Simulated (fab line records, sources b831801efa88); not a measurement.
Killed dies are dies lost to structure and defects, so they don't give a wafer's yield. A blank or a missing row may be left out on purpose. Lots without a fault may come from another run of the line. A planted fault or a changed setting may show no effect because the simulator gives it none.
A struck lot beside a sound one | flow sky130 | 17 steps out of a route of 708
Sound: wafers L670.3, L670.4, L670.6. Struck: wafer L677.5. (L677.4 of the same lot was not struck and is left out.) The cause comes at the end.
At each step with rows: each side's tool, then ch and its chambers, then its first start. Under that, the readings that differ: sound wafers | struck wafers | difference of the means | sigmas: that difference in standard deviations of wafers without a fault.
alike: readings whose means differ by less than 2 such deviations, and words and numbers that are the same on both sides. not compared: withheld readings, readings that some wafer has no value for, bounds like >300 that may hide the same value, and numbers for which the record gives no deviation and whose values overlap.
The two part at a step that has a row with sigmas, a row that says differs or no value, or rows on one side only. Numbers that don't overlap but have no deviation are shown without sigmas and don't part them. A reading that every wafer of one side lacks parts them only if that side has two wafers or more.

SKY_METAL4_SPUTTER_04: material TiN, target thk 70 nm, time 58.3 s.
  sound on pvd_sputter-01, day 40 13:12; struck on pvd_sputter-02, day 43 13:17
  alike: cathode_dc_power_W, throttle_valve_pct
SKY_CAP2M_CVD_00: deposits SiO2, target thk 15.5 nm.
  sound on pecvd-03 ch 0,1,2, day 40 13:15; struck on pecvd-03 ch 2, day 43 13:21
  alike: heater_power_w, rf_fwd_power_W
SKY_CAP2M_THK_MEAS_01:
  sound on film_metro-01, day 40 13:17; struck on film_metro-01, day 43 13:23
  alike: CAP2M_CVD_00_THK
SKY_CAP2M_SPUTTER_02: material TiN, target thk 200 nm, time 166.7 s.
  sound on pvd_sputter-02, day 40 13:20; struck on pvd_sputter-01, day 43 13:29
  alike: cathode_dc_power_W, throttle_valve_pct
SKY_CAP2M_RS_MEAS_03: measures by four-point-probe.
  sound on film_metro-03, day 40 13:29; struck on film_metro-04, day 43 13:35
  alike: CAP2M_TIN_RS
SKY_CAP2M_THK_MEAS_04: measures by xrf.
  sound on film_metro-03, day 40 13:35; struck on film_metro-04, day 43 13:41
  alike: CAP2M_TIN_THK
then, 6 steps without rows for these wafers: SKY_CAP2M_DEHYDRATE_05 (time 60 s); SKY_CAP2M_HMDS_06 (prime time 60 s); SKY_CAP2M_COAT_07 (resist thk 1140 nm); SKY_CAP2M_SOFTBAKE_08 (time 60 s); SKY_CAP2M_EXPOSE_09 (exposes mask CAP2M, target cd 1000 nm); SKY_CAP2M_PEB_10.
SKY_CAP2M_DEVELOP_11: develop time 60 s.
  sound on litho_track-02 ch 0, day 41 12:19; struck on litho_track-02 ch 0, day 44 11:06
SKY_CAP2M_OVL_MEAS_12:
  sound on overlay-01, day 41 12:26; struck on overlay-02, day 44 11:11
  alike: CAP2M_OVL
SKY_CAP2M_METAL_ETCH_13: etches TiN in Cl2/BCl3, stops on SiO2, target depth 220 nm, time 62.9 s.
  sound on rie_metal-03 ch 0,1, day 41 12:29; struck on rie_metal-03 ch 1, day 44 11:14
  reading                | sound           | struck | difference | sigmas
  model.CAP2M.cd_nm (nm) | 999.4 1005 1005 | 1024   | +21        |
  alike: drypump_motor_current_A, oes_product_au, rf_fwd_power_W, throttle_valve_pct
  not compared: rf_hours_counter_h
SKY_CAP2M_STRIP_14: strips in O2/N2.
  sound on plasma_asher-01 ch 0,1, day 41 12:34; struck on plasma_asher-01 ch 1, day 44 11:19
  alike: drypump_motor_current_A, n2_flow_sccm, oes_product_au, strip_time_to_endpoint_s
  not compared: rf_hours_counter_h
-- the record jumps here: 5 days lie between the struck wafers' starts before and after (it left off in module CAP2M and takes up again in module PAD_OPEN, whose first step shown is number 708 of the route) --
SKY_PAD_OPEN_PROBE_99:
  the record has rows for the struck wafers here (prober-02, day 48 23:47) and none for the sound ones

WHERE THEY PART
Only at SKY_PAD_OPEN_PROBE_99, within this record.

WHY: what the simulator had put in
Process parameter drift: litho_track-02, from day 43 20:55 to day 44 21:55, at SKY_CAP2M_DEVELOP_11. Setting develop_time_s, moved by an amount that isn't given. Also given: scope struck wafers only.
